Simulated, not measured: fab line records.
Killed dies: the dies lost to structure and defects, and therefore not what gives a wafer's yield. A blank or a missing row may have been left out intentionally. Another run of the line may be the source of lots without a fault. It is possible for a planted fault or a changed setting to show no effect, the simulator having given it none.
Code-filled problem report in 8D (eight disciplines) form / flow sky130 / the parts of the form that need people (team, actions taken, sign-off) are left out

== 1. WHAT IS WRONG ==
At SKY_VIA2_SPUTTER_20, cathode-dc-power-W averages 3611.2 W over 9 wafers from 3 lots, while fault-free wafers read 4000.0 W, standard deviation 0.66. That is -99 or more standard deviations from the usual mean.
The step: material TiN, target thk 20 nm, time 80 s.
Earliest sighting: wafer L810.2 on pvd-sputter-03 at day 39 23:07. At this step, 39 wafers from 13 lots have a number in the record. Rule for "out", or "out of limits": more than 4 standard deviations from the usual mean. The other wafers with a number count as sound.

== 2. WHAT IT IS; WHAT IT IS NOT ==
question=which readings at this step | is=cathode-dc-power-W | is not=-
question=which lots | is=L810, L812, L814 | is not=L800, L801, L805, L806, L807, L808, L809, L813, L820, L822
question=which wafers of those lots | is=all that have a number | is not=-
question=read on which tools | is=pvd-sputter-03 | is not=pvd-sputter-01, pvd-sputter-04
question=when | is=from day 39 23:07 | is not=up to then (21 sound wafers); but 9 sound wafers of L813, L820, L822 came after

== 3. THE SUSPECTS, EACH WITH WHAT RULES IT OUT ==
Counting: a tool at any process step up to the reading remains a suspect when it ran all the lots that are out and ran no sound lot after the first of those.
- pvd-sputter-03 at SKY_VIA2_SPUTTER_20 (material TiN, target thk 20 nm, time 80 s): ruled out as a lasting fault. Sound lots L822 ran on it after its first lot that is out, L810 (day 39 23:07).
Left after counting: nothing in the record.

== 4. THE CAUSE (what the simulator had put in) ==
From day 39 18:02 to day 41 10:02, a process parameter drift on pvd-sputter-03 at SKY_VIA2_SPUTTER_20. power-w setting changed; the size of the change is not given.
Counting ruled it out, wrongly.

== 5. SEQUENCE OF EFFECTS, ordered by route ==
Rows list readings where the struck wafers' mean (over those with a number) sits beyond 3 standard deviations from the usual. Readings are gone through only where the record gives a usual standard deviation; hours: the median, over the lots, of the time from a lot's start at the first step in this table giving one to that lot's start at this step; sigmas: the change measured in usual standard deviations.
hours=0; step=SKY_VIA2_SPUTTER_20; reading=cathode-dc-power-W; usual=4000.0 W; on struck wafers=3611.2; change=-388.8; sigmas=-99 or more
Here are the process steps it includes:
- SKY_VIA2_SPUTTER_20: material TiN, target thk 20 nm, time 80 s.
At these later measuring or inspecting steps, every struck wafer for which the step has a row has a number for every such reading, and none has moved that far: SKY_CAPM_RS_MEAS_03.

== 6. WHAT WOULD HAVE CAUGHT IT SOONER ==
In this record the first reading out of limits was taken at day 39 23:07, 5 hours after the fault began at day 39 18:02.
